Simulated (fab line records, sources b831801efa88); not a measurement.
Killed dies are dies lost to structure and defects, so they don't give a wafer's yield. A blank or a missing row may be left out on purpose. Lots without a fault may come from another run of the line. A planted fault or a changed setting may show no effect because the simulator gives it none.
One fault seen from 2 desks | flow sky130 | each desk has only its own numbers; what lay behind them comes last

THE METROLOGY DESK
What the gauges read, lot by lot, whatever tool the lot ran on: means of the sampled wafers that have a number. A lot is out of limits, marked OUT, if its mean lies more than 4 standard deviations from the usual mean; the brackets give that distance.
Columns: A = SONOS_ONO_OVL at SKY_SONOS_ONO_OVL_MEAS_14, usual -0.5 nm; B = GATE_OXIDE_OVL at SKY_GATE_OXIDE_OVL_MEAS_10, usual -0.1 nm; C = LDD_HVP_TW at SKY_LDD_HVP_TW_MEAS_10, usual 460; D = LDD_LDN_OVL at SKY_LDD_LDN_OVL_MEAS_07, usual 1.2 nm
lot  | first seen here | A    | B    | C             | D
L860 | day 12 18:37    | -0.2 | -0.1 | 463           | 1.0
L864 | day 13 18:44    | -0.9 | -0.4 | 462           | -0.5
L867 | day 15 06:28    | -0.1 | 1.8  | 405 (-15) OUT | 2.0
L868 | day 15 11:35    | 0.8  | 2.5  | 398 (-17) OUT | 2.9
L873 | day 17 00:49    | -1.6 | 1.2  | 459           | 3.1
L874 | day 17 12:05    | 2.0  | -1.2 | 454           | 1.7
L875 | day 17 23:40    | -0.9 | -0.3 | 464           | 1.0
L876 | day 18 07:59    | -0.1 | -1.5 | 460           | 0.0
L878 | day 18 23:32    | -0.8 | -1.2 | 462           | 1.9
L879 | day 19 02:26    | 0.2  | 0.7  | 463           | 0.7
L880 | day 19 10:00    | 0.1  | -1.3 | 456           | 2.4
L881 | day 19 21:29    | 0.2  | 0.9  | 461           | 1.2
L882 | day 20 01:22    | -0.0 | -1.1 | 455           | 1.6
L883 | day 20 15:47    | -0.3 | 0.5  | 458           | 1.5
This desk's finding: out of limits on L867, L868; first on L867, day 24 12:49 (LDD_HVP_TW at SKY_LDD_HVP_TW_MEAS_10). In limits: L860, L864, L873, L874, L875, L876, L878, L879, L880, L881, L882, L883.

THE TOOL OWNER'S DESK: implanter-02
The tool's own readings at SKY_LDD_HVP_IMPLANT_08: means of the sampled wafers that have a number, for each lot that ran on this tool. A lot is out of limits, marked OUT, if its mean lies more than 4 standard deviations from the usual mean; the brackets give that distance.
Columns: A = beam_energy_keV at SKY_LDD_HVP_IMPLANT_08, usual 20.000; B = dose_ions_cm2 at SKY_LDD_HVP_IMPLANT_08, usual 1.7002e+13; C = faraday_current_uA at SKY_LDD_HVP_IMPLANT_08, usual 96.0
lot  | first seen here | A      | B                            | C
L860 | day 21 19:50    | 20.004 | 1.7020e+13                   | 94.5
L864 | day 22 19:38    | 19.996 | 1.7020e+13                   | 96.2
L867 | day 24 12:34    | 19.992 | 1.0836e+13 (-99 or more) OUT | 60.8 (-22) OUT
L868 | day 24 16:29    | 19.999 | 1.0830e+13 (-99 or more) OUT | 60.7 (-22) OUT
L876 | day 27 14:44    | 19.994 | 1.6983e+13                   | 94.6
L879 | day 28 06:54    | 20.007 | 1.7004e+13                   | 97.5
L881 | day 29 02:05    | 19.993 | 1.6998e+13                   | 97.2
L882 | day 29 05:41    | 20.000 | 1.7012e+13                   | 95.6
This desk's finding: out of limits on L867, L868; first on L867, day 24 12:34 (dose_ions_cm2 at SKY_LDD_HVP_IMPLANT_08). In limits: L860, L864, L876, L879, L881, L882.

PUT TOGETHER
The tool owner's desk could have raised an alarm at day 24 12:34, on L867, L868.
The metrology desk could have raised an alarm at day 24 12:49, on L867, L868.
Of the lots named, all ran SKY_LDD_HVP_IMPLANT_08 on implanter-02.

WHAT THE SIMULATOR HAD PUT IN
Process parameter drift: implanter-02, from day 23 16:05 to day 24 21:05, at SKY_LDD_HVP_IMPLANT_08. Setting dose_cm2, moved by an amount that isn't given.
Lots struck among those shown: L867, L868.
Hours from the fault's start to each desk's first reading out of limits: the tool owner's desk, 20; the metrology desk, 21.
